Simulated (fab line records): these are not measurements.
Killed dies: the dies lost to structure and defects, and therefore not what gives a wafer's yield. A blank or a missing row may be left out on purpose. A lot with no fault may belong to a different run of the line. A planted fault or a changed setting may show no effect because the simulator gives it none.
Which of the tools did it? + flow gf180mcu + 12 lots, 36 wafers sampled, at 3 steps of a route of 602

== WHAT EACH GAUGE READ, for each wafer ==
GF_VT_IMPLANT_RS_MEAS_48: the measuring method here is four-point-probe.
| lot  | measured     | on           | LVPWELL_RS (ohm/sq)  |
|------|--------------|--------------|----------------------|
| L593 | day 7 20:50  | filmMetro-03 | 1194.5 1195.3 1194.7 |
| L595 | day 8 05:09  | filmMetro-03 | 1198.1 1196.4 1196.3 |
| L598 | day 9 12:31  | filmMetro-01 | 1198.0 1196.6 1194.0 |
| L599 | day 9 12:56  | filmMetro-02 | 1197.1 1194.4 1197.8 |
| L600 | day 9 17:00  | filmMetro-02 | 1199.0 1199.3 1197.5 |
| L603 | day 10 12:38 | filmMetro-03 | 1194.7 1195.3 1196.0 |
| L606 | day 10 23:55 | filmMetro-01 | 1202.4 1195.7 1200.6 |
| L607 | day 11 08:44 | filmMetro-01 | 1196.3 1196.9 1199.2 |
| L608 | day 11 23:10 | filmMetro-01 | 1199.4 1195.5 1191.4 |
| L613 | day 13 09:26 | filmMetro-03 | 1196.7 1195.8 1193.8 |
| L614 | day 13 21:10 | filmMetro-03 | 1124.8 1126.0 1126.5 |
| L616 | day 14 02:55 | filmMetro-03 | 1120.8 1121.6 1121.8 |

GF_NSD_TW_MEAS_12.
| lot  | measured     | on           | NSD_TW         |
|------|--------------|--------------|----------------|
| L593 | day 13 15:30 | filmMetro-02 | 4176 4162 4197 |
| L595 | day 13 22:11 | filmMetro-01 | 4291 4309 4288 |
| L598 | day 15 15:04 | filmMetro-01 | 4280 4285 4277 |
| L599 | day 15 14:38 | filmMetro-04 | 4177 4186 4197 |
| L600 | day 15 20:38 | filmMetro-01 | 4242 4285 4269 |
| L603 | day 17 01:52 | filmMetro-01 | 4253 4262 4256 |
| L606 | day 17 09:41 | filmMetro-01 | 4220 4241 4231 |
| L607 | day 18 06:30 | filmMetro-02 | 4212 4194 4194 |
| L608 | day 18 23:05 | filmMetro-04 | 4189 4209 4208 |
| L613 | day 20 21:01 | filmMetro-04 | 4194 4188 4182 |
| L614 | day 21 02:50 | filmMetro-02 | 4201 4219 4185 |
| L616 | day 21 13:43 | filmMetro-04 | 4177 4183 4189 |

== TOOL THAT RAN EACH LOT (tool first, then ch and the chambers of the sampled wafers, then the start) ==
| lot  | GF_LVPWELL_IMPLANT_09          |
|------|--------------------------------|
| L593 | implanter-03 ch 0, day 4 03:01 |
| L595 | implanter-01 ch 0, day 4 10:32 |
| L598 | implanter-01 ch 0, day 5 14:22 |
| L599 | implanter-03 ch 0, day 5 14:28 |
| L600 | implanter-01 ch 0, day 5 18:01 |
| L603 | implanter-04 ch 0, day 6 09:43 |
| L606 | implanter-01 ch 0, day 6 19:25 |
| L607 | implanter-01 ch 0, day 7 01:28 |
| L608 | implanter-04 ch 0, day 7 13:10 |
| L613 | implanter-04 ch 0, day 8 19:47 |
| L614 | implanter-01 ch 0, day 9 05:22 |
| L616 | implanter-01 ch 0, day 9 09:37 |
- GF_LVPWELL_IMPLANT_09

== AS READ BY THE TOOLS THEMSELVES (means over the sampled wafers that have a number; for cases with no such wafer, the mark the record gives instead) ==
GF_LVPWELL_IMPLANT_09.
| lot  | tool         | doseIonsCm2 | faradayCurrentUA | tiltDeg (degrees) |
|------|--------------|-------------|------------------|-------------------|
| L593 | implanter-03 | 4.995e+12   | 27.2             | -0.003            |
| L595 | implanter-01 | 4.999e+12   | 28.2             | -0.037            |
| L598 | implanter-01 | 4.994e+12   | 28.3             | 0.001             |
| L599 | implanter-03 | 5.001e+12   | 28.4             | -0.001            |
| L600 | implanter-01 | 4.997e+12   | 28.2             | -0.013            |
| L603 | implanter-04 | 4.994e+12   | 27.8             | 0.000             |
| L606 | implanter-01 | 4.998e+12   | 28.3             | -0.007            |
| L607 | implanter-01 | 5.004e+12   | 28.6             | 0.009             |
| L608 | implanter-04 | 5.002e+12   | 28.5             | 0.006             |
| L613 | implanter-04 | 4.998e+12   | 28.0             | -0.008            |
| L614 | implanter-01 | 6.806e+12   | 38.6             | -0.007            |
| L616 | implanter-01 | 6.821e+12   | 38.8             | 0.014             |

== THE ANSWER, worked out from the rows above alone ==
Rule: what is usual is taken from the lots themselves. Put in order of their means at a reading, lots are off if they are a third of the lots or fewer, leave a main group of 4 or more, and stand apart from it by a gap of 3 or more times the standard deviation of the main group's means; of several such gaps the widest counts. A main group is skipped when, at the precision printed for the reading in the tables above, its means are all equal. A lot without any number at a reading at which 4 lots or more have one is off too. The other lots that the step has rows for count as sound. After the gauges, taken in route order, come the tools' own readings; for these a lot's mean is taken, as printed above. The first step at which some lot is off is used, and at that step the reading that is off furthest; a lot without a number counts as furthest.
Off: at GF_VT_IMPLANT_RS_MEAS_48 (LVPWELL_RS), L614, L616. The main group has a mean of 1196.6 ohm/sq with a standard deviation of 1.5.
If a tool, at a process step before that reading, ran all the lots that are off and no sound lot after the first of them, it fits. The gauges at GF_VT_IMPLANT_RS_MEAS_48 aren't tried: what is off there is off at GF_LVPWELL_IMPLANT_09 too, on other tools, and a gauge's error can't cause that. One candidate fits, namely implanter-01 at GF_LVPWELL_IMPLANT_09. Its last sound lot is L607 (day 7 01:28), its first lot that is off L614 (day 9 05:22): a fault that began between those two fits.
The tool's own readings at GF_LVPWELL_IMPLANT_09 bear it out: on the lots that are off they differ by more than 5 times the standard deviation of the sound lots' means. doseIonsCm2 reads 6.814e+12 there against 4.998e+12 on the sound lots; faradayCurrentUA reads 38.7 there against 28.1 on the sound lots.

== WHAT HAD BEEN PUT IN BY THE SIMULATOR ==
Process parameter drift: implanter-01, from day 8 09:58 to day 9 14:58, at GF_LVPWELL_IMPLANT_09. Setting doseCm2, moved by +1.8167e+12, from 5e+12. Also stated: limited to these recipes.
Struck lots among those shown: L614, L616. The rule above found the same.
